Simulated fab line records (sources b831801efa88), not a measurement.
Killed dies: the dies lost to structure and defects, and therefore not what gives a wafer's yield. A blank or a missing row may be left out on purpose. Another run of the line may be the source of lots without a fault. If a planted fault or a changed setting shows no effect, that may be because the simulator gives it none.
fab line records | flow gf180mcu
[record] lots = 6 | wafers = 18 | last-day = 34
route steps=602 shown VT_IMPLANT@131 MVSD@136 NWELL@137 LVPWELL@138 MVPSD@139 DUAL_GATE@141
lots that met no fault: from a run of the same line without faults
start-h: hours from the record's opening day to when the first of the lot's shown wafers began | wait-h: hours elapsed since this lot's preceding step | " the same as in the row above | L1.1+2: a row that stands for several wafers | - no value present, or no start provided | * or withheld: withheld | < > ~ a bound
route shown NAME@n: a module of which the file shows steps, and the number in the route of the first | usual: mean/standard deviation of fault-free wafers | same: alike in all rows | chamber/n: place in a boat | sites: per-site readings | _std_site: how widely they spread, as a standard deviation | _edge_site: the outer-site mean with the inner-site mean subtracted | radius-mm: for every site, how far away it sits from the centre of the wafer | mask NAME#n: copy n | behind: the last tool/chamber to shape the wafer | hold: the reason the lot was held/the length of the hold in hours/how it ended | device: the transistor (n, p or np) that didn't switch | end of line: the route-end tests of the same wafers | a step without rows: its recipe alone | killed: at the first sort, the dies lost to defects and structure; wafer yield is something else | map: the dies of a wafer, with x for killed, . for not killed, _ for no die there
set.NAME: setting as actually run; set.NAME@STEP: the setting as run at that earlier step | model.NAME: the simulator's own value behind a step, which no gauge read
certain route steps with their lots: each step a table, each wafer a row
services: from which hour (start-h, from the record's first day; less than 0 if before it) a tool's chamber was out of use, for how many hours, and why
[[steps]]
[step GF_VT_IMPLANT_IMPLANT_41]
[recipe] species = As | energy-kev = 70 | dose-cm2 = 1.013e+12 | tilt-deg = 7
[step GF_VT_IMPLANT_STRIP_42]
[recipe] chemistry = O2/N2 | power-w = 1400 | pressure-mtorr = 1500 | platen-temp-c = 250 | o2-flow-sccm = 3000 | n2-flow-sccm = 300 | overash-fraction = 0.5
[usual] drypump-motor-current-A = 5.5/0.34 | heater-power-w = 322/21 | oes-product-au = 0.716/0.0042 | strip-time-to-endpoint-s = 12.63/0.033
lot.wafer | tool            | chamber | start-h | wait-h | drypump-motor-current-A | heater-power-w | oes-product-au | rf-hours-counter-h | strip-time-to-endpoint-s
L471.1    | plasma-asher-04 | 0       | 188.23  | 0.1    | 5.3                     | 351            | 0.714          | 56                 | 12.60
L471.4    | "               | 0       | "       | "      | 5.3                     | 359            | 0.714          | -                  | 12.57
L471.6    | "               | 0       | "       | "      | 5.3                     | 353            | 0.719          | -                  | 12.60
L472.3    | plasma-asher-03 | 0       | 192.65  | 0.1    | 5.1                     | 314            | 0.715          | -                  | 12.62
L472.5    | "               | 0       | "       | "      | 5.1                     | 312            | 0.716          | -                  | 12.59
L472.6    | "               | 1       | "       | "      | 5.6                     | 311            | 0.720          | -                  | 12.60
L481.3    | plasma-asher-04 | 1       | 257.05  | 0.1    | 6.2                     | 323            | 0.715          | -                  | 12.65
L481.5    | "               | 0       | "       | "      | 5.3                     | 359            | 0.715          | -                  | 12.64
L481.6    | "               | 1       | "       | "      | 6.2                     | 325            | 0.718          | -                  | 12.63
L482.1    | plasma-asher-01 | 0       | 261.76  | 0.1    | 5.6                     | 307            | 0.715          | 60                 | 12.58
L482.2    | "               | 1       | "       | "      | 5.7                     | 362            | 0.714          | 60                 | 12.60
L482.6    | "               | 1       | "       | "      | 5.7                     | 356            | 0.715          | -                  | 12.61
L483.1    | plasma-asher-03 | 0       | 269.57  | 0.1    | 5.1                     | 301            | 0.714          | 51                 | 12.65
L483.2    | "               | 1       | "       | "      | 5.6                     | 316            | 0.708          | 51                 | 12.66
L483.6    | "               | 0       | "       | "      | 5.1                     | 311            | 0.712          | -                  | 12.66
L488.1    | plasma-asher-03 | 0       | 301.77  | 0.1    | 5.1                     | 319            | 0.722          | 54                 | 12.61
L488.2    | "               | 1       | "       | "      | 5.6                     | 309            | 0.715          | 54                 | 12.63
L488.4    | "               | 0       | "       | "      | 5.1                     | 312            | 0.711          | -                  | 12.59
[step GF_VT_IMPLANT_TW_MEAS_43]
[usual] VT_IMPLANT_4_TW = 692/3.7
lot.wafer | tool          | chamber | start-h | wait-h | VT_IMPLANT_4_TW
L471.1    | film-metro-04 | -       | 188.33  | 0.1    | 692
L471.4    | "             | -       | "       | "      | 695
L471.6    | "             | -       | "       | "      | 691
L472.3    | film-metro-04 | -       | 192.73  | 0.1    | 697
L472.5    | "             | -       | "       | "      | 696
L472.6    | "             | -       | "       | "      | 697
L481.3    | film-metro-04 | -       | 257.14  | 0.1    | 692
L481.5    | "             | -       | "       | "      | 693
L481.6    | "             | -       | "       | "      | 691
L482.1    | film-metro-02 | -       | 261.86  | 0.1    | 682
L482.2    | "             | -       | "       | "      | 689
L482.6    | "             | -       | "       | "      | 691
L483.1    | film-metro-04 | -       | 269.67  | 0.1    | 692
L483.2    | "             | -       | "       | "      | 691
L483.6    | "             | -       | "       | "      | 693
L488.1    | film-metro-02 | -       | 301.87  | 0.1    | 691
L488.2    | "             | -       | "       | "      | 694
L488.4    | "             | -       | "       | "      | 693
[step GF_VT_IMPLANT_CLEAN_44]
[recipe] chemistry = SC1/SC2 | mix = 1:4:20 | temp-c = 70 | time-s = 150 | dry = n2-spin
[step GF_VT_IMPLANT_RTA_45]
[recipe] temp-c = 1050 | time-s = 30 | ambient = N2
[usual] anneal-temp-c-max = 1054.3/0.94 | lamp-power-pct = 37.9/0.49 | wafer_temp_C_max = 1057.5/1.6
lot.wafer | tool          | chamber | start-h | wait-h | anneal-temp-c-max | lamp-power-pct | wafer_temp_C_max
L471.1    | rtp-anneal-01 | 0       | 188.44  | 0.0    | 1054.4            | 38.4           | 1056.6
L471.4    | "             | 0       | "       | "      | 1055.0            | 38.3           | 1056.6
L471.6    | "             | 0       | "       | "      | 1054.7            | 38.3           | 1060.0
L472.3    | rtp-anneal-01 | 0       | 192.87  | 0.0    | 1055.3            | 38.3           | 1059.6
L472.5    | "             | 0       | "       | "      | 1054.5            | 38.4           | 1056.0
L472.6    | "             | 0       | "       | "      | 1054.1            | 38.3           | 1059.0
L481.3    | rtp-anneal-01 | 0       | 257.26  | 0.0    | 1054.5            | 38.3           | 1058.3
L481.5    | "             | 0       | "       | "      | 1054.0            | 38.3           | 1058.6
L481.6    | "             | 0       | "       | "      | 1054.4            | 38.4           | 1056.4
L482.1    | rtp-anneal-01 | 0       | 261.97  | 0.0    | 1055.9            | 38.3           | 1056.6
L482.2    | "             | 0       | "       | "      | 1055.2            | 38.3           | 1055.2
L482.6    | "             | 0       | "       | "      | 1056.2            | 38.3           | 1057.6
L483.1    | rtp-anneal-01 | 0       | 269.78  | 0.0    | 1053.3            | 38.3           | 1055.5
L483.2    | "             | 0       | "       | "      | 1053.5            | 38.3           | 1056.0
L483.6    | "             | 0       | "       | "      | 1054.6            | 38.3           | 1056.3
L488.1    | rtp-anneal-02 | 0       | 301.98  | 0.0    | 1052.6            | 37.3           | 1058.8
L488.2    | "             | 0       | "       | "      | 1053.3            | 37.3           | 1062.0
L488.4    | "             | 0       | "       | "      | 1052.5            | 37.3           | 1058.2
[step GF_VT_IMPLANT_RS_MEAS_46]
[recipe] thk-meas-gauge = four-point-probe
[usual] MVSD_RS = 456.3/1.1
lot.wafer | tool          | chamber | start-h | wait-h | MVSD_RS[ohm/sq]
L471.1    | film-metro-01 | -       | 188.54  | 0.1    | 457.2
L471.4    | "             | -       | "       | "      | 457.3
L471.6    | "             | -       | "       | "      | 457.3
L472.3    | film-metro-01 | -       | 192.97  | 0.1    | 456.3
L472.5    | "             | -       | "       | "      | 455.1
L472.6    | "             | -       | "       | "      | 455.7
L481.3    | film-metro-02 | -       | 257.37  | 0.1    | 455.5
L481.5    | "             | -       | "       | "      | 455.9
L481.6    | "             | -       | "       | "      | 454.5
L482.1    | film-metro-04 | -       | 262.07  | 0.1    | 458.3
L482.2    | "             | -       | "       | "      | 456.6
L482.6    | "             | -       | "       | "      | 456.4
L483.1    | film-metro-02 | -       | 269.88  | 0.1    | 456.9
L483.2    | "             | -       | "       | "      | 457.3
L483.6    | "             | -       | "       | "      | 456.4
L488.1    | film-metro-01 | -       | 302.08  | 0.1    | 456.6
L488.2    | "             | -       | "       | "      | 456.9
L488.4    | "             | -       | "       | "      | 457.0
[step GF_VT_IMPLANT_RS_MEAS_47]
[recipe] thk-meas-gauge = four-point-probe
[usual] NWELL_RS = 487.7/1.3
lot.wafer | tool          | chamber | start-h | wait-h | NWELL_RS[ohm/sq]
L471.1    | film-metro-01 | -       | 188.66  | 0.1    | 486.7
L471.4    | "             | -       | "       | "      | 488.5
L471.6    | "             | -       | "       | "      | 486.8
L472.3    | film-metro-01 | -       | 193.09  | 0.1    | 486.1
L472.5    | "             | -       | "       | "      | 486.9
L472.6    | "             | -       | "       | "      | 488.7
L481.3    | film-metro-02 | -       | 257.49  | 0.1    | 487.9
L481.5    | "             | -       | "       | "      | 489.3
L481.6    | "             | -       | "       | "      | 489.2
L482.1    | film-metro-04 | -       | 262.19  | 0.1    | 487.3
L482.2    | "             | -       | "       | "      | 488.2
L482.6    | "             | -       | "       | "      | 484.9
L483.1    | film-metro-02 | -       | 270.00  | 0.1    | 489.6
L483.2    | "             | -       | "       | "      | 488.6
L483.6    | "             | -       | "       | "      | 490.1
L488.1    | film-metro-01 | -       | 302.20  | 0.1    | 486.9
L488.2    | "             | -       | "       | "      | 487.1
L488.4    | "             | -       | "       | "      | 488.3
[step GF_VT_IMPLANT_RS_MEAS_48]
[recipe] thk-meas-gauge = four-point-probe
[usual] LVPWELL_RS = 1196/3.3
lot.wafer | tool          | chamber | start-h | wait-h | LVPWELL_RS[ohm/sq]
L471.1    | film-metro-01 | -       | 188.78  | 0.1    | 1191
L471.4    | "             | -       | "       | "      | 1192
L471.6    | "             | -       | "       | "      | 1192
L472.3    | film-metro-01 | -       | 193.21  | 0.1    | 1198
L472.5    | "             | -       | "       | "      | 1194
L472.6    | "             | -       | "       | "      | 1195
L481.3    | film-metro-02 | -       | 257.61  | 0.1    | 1199
L481.5    | "             | -       | "       | "      | 1196
L481.6    | "             | -       | "       | "      | 1197
L482.1    | film-metro-04 | -       | 262.31  | 0.1    | 1196
L482.2    | "             | -       | "       | "      | 1197
L482.6    | "             | -       | "       | "      | 1192
L483.1    | film-metro-02 | -       | 270.12  | 0.1    | 1194
L483.2    | "             | -       | "       | "      | 1191
L483.6    | "             | -       | "       | "      | 1192
L488.1    | film-metro-01 | -       | 302.32  | 0.1    | 1195
L488.2    | "             | -       | "       | "      | 1194
L488.4    | "             | -       | "       | "      | 1196
[step GF_VT_IMPLANT_RS_MEAS_49]
[recipe] thk-meas-gauge = four-point-probe
[usual] MVPSD_RS = 1167/3.2
lot.wafer | tool          | chamber | start-h | wait-h | MVPSD_RS[ohm/sq]
L471.1    | film-metro-01 | -       | 188.90  | 0.1    | 1173
L471.4    | "             | -       | "       | "      | 1170
L471.6    | "             | -       | "       | "      | 1167
L472.3    | film-metro-01 | -       | 193.33  | 0.1    | 1171
L472.5    | "             | -       | "       | "      | 1169
L472.6    | "             | -       | "       | "      | 1171
L481.3    | film-metro-02 | -       | 257.73  | 0.1    | 1173
L481.5    | "             | -       | "       | "      | 1170
L481.6    | "             | -       | "       | "      | 1173
L482.1    | film-metro-04 | -       | 262.43  | 0.1    | 1164
L482.2    | "             | -       | "       | "      | 1167
L482.6    | "             | -       | "       | "      | 1170
L483.1    | film-metro-02 | -       | 270.24  | 0.1    | 1168
L483.2    | "             | -       | "       | "      | 1169
L483.6    | "             | -       | "       | "      | 1169
L488.1    | film-metro-01 | -       | 302.44  | 0.1    | 1165
L488.2    | "             | -       | "       | "      | 1161
L488.4    | "             | -       | "       | "      | 1164
[step GF_VT_IMPLANT_WET_ETCH_50]
[recipe] chemistry = dHF | target-depth-nm = 20 | target = SiO2 | temp-c = 25 | dilution = 100:1 | time-s = 400
[step GF_DUAL_GATE_CLEAN_00]
[recipe] chemistry = SC1/SC2 | mix = 1:4:20 | temp-c = 70 | time-s = 150
[step GF_DUAL_GATE_CLEAN_01]
[recipe] chemistry = dHF | time-s = 20 | dilution = 100:1 | dry = ipa-marangoni
[step GF_DUAL_GATE_OXIDATION_02]
[recipe] temp-c = 900 | ambient = O2 | stabilise-s = 600 | purge-s = 300 | target-thk-a = 108.87 | ox-time-s = 1602
[usual] ox-temp-c = 899.9/0.47 | ox-temp-c-max = 904.7/1.6 | purge-s = 300/0 | spike-tc-top-C = 908.0/2 | zone-power-bottom-pct = 28.0/0.3 | zone-power-centre-pct = 17.87/0.22 | zone-power-top-pct = 35.1/1.7
lot.wafer | tool       | chamber | start-h | wait-h | ox-temp-c | ox-temp-c-max | purge-s | spike-tc-top-C | zone-power-bottom-pct | zone-power-centre-pct | zone-power-top-pct
L471.1    | furnace-01 | -       | 189.21  | 0.0    | -         | -             | -       | -              | -                     | -                     | -
L471.4    | "          | -       | "       | "      | -         | -             | -       | -              | -                     | -                     | -
L471.6    | "          | -       | "       | "      | -         | -             | -       | -              | -                     | -                     | -
L472.3    | furnace-01 | -       | 193.60  | 0.0    | -         | -             | -       | -              | -                     | -                     | -
L472.5    | "          | -       | "       | "      | -         | -             | -       | -              | -                     | -                     | -
L472.6    | "          | -       | "       | "      | -         | -             | -       | -              | -                     | -                     | -
L481.3    | furnace-01 | 0       | 258.00  | 0.0    | 900.4     | 905.9         | 300     | 907.8          | 28.0                  | 17.93                 | 34.1
L481.5    | "          | 0       | "       | "      | 900.1     | 905.4         | 300     | 907.3          | 28.5                  | 17.97                 | 34.2
L481.6    | "          | 0       | "       | "      | 899.9     | 905.3         | 300     | 906.9          | 28.2                  | 17.79                 | 34.4
L482.1    | furnace-01 | 0       | 263.10  | 0.4    | 899.6     | 905.4         | 300     | 905.6          | 28.0                  | 17.96                 | 34.6
L482.2    | "          | 0       | "       | "      | 900.2     | 906.2         | 300     | 908.9          | 28.1                  | 18.05                 | 34.2
L482.6    | "          | 0       | "       | "      | 900.4     | 905.5         | 300     | 905.7          | 28.1                  | 17.49                 | 33.8
L483.1    | furnace-02 | 0       | 271.51  | 0.9    | 900.8     | 903.8         | 300     | 909.9          | 28.0                  | 18.41                 | 38.2
L483.2    | "          | 0       | "       | "      | 900.5     | 902.6         | 300     | 910.7          | 27.5                  | 18.24                 | 38.6
L483.6    | "          | 0       | "       | "      | 900.3     | 902.8         | 300     | 909.6          | 27.9                  | 18.25                 | 38.2
L488.1    | furnace-01 | 0       | 305.02  | 2.3    | 899.9     | 907.6         | 300     | 908.4          | 28.0                  | 17.77                 | 34.5
L488.2    | "          | 0       | "       | "      | 900.3     | 906.8         | 300     | 906.5          | 28.2                  | 17.83                 | 33.3
L488.4    | "          | 0       | "       | "      | 899.3     | 904.1         | 300     | 907.4          | 28.1                  | 17.71                 | 34.4
[step GF_DUAL_GATE_DEHYDRATE_04]
[recipe] temp-c = 200 | time-s = 60
[[services]]
tool            | chamber | start-h | hours | kind
furnace-01      | -       | 196.51  | 10.9  | pm
furnace-02      | -       | 208.32  | 3.2   | pm
furnace-02      | -       | 246.54  | 4.2   | pm
plasma-asher-01 | -       | 273.24  | 0.6   | repair
furnace-01      | -       | 290.24  | 3.3   | pm
[[key]]
[first-sign] step = GF_DUAL_GATE_OXIDATION_02 | reading = tool-record | direction = missing
effect none on later readings
met-at GF_DUAL_GATE_OXIDATION_02
struck-wafers L471.1,L471.4,L471.6,L472.3,L472.5,L472.6
later-rows-left-out L471.1,L471.4,L471.6,L472.3,L472.5,L472.6
sort-left-out L471.1,L471.4,L471.6,L472.3,L472.5,L472.6
tester-left-out L471,L472
[fault] kind = skipped-step-whole | tool = furnace-01 | chamber = - | onset-h = 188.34 | steps = GF_DUAL_GATE_OXIDATION_02 | scope = struck-lots-only
// tester-left-out: of these lots the tester's yield and bins aren't shown, on N5 and GAA mostly nor the transistor test; their killed dies are dies lost to structure and defects alone, not to doping, threshold or leakage, so they don't give the yield
// sort-left-out: the simulated sort isn't trusted on such a fault, so these wafers' sort isn't shown, and their yield isn't known
// later-rows-left-out: the simulator's readings of these wafers behind a module that went badly wrong aren't trusted and aren't shown, but for the sort
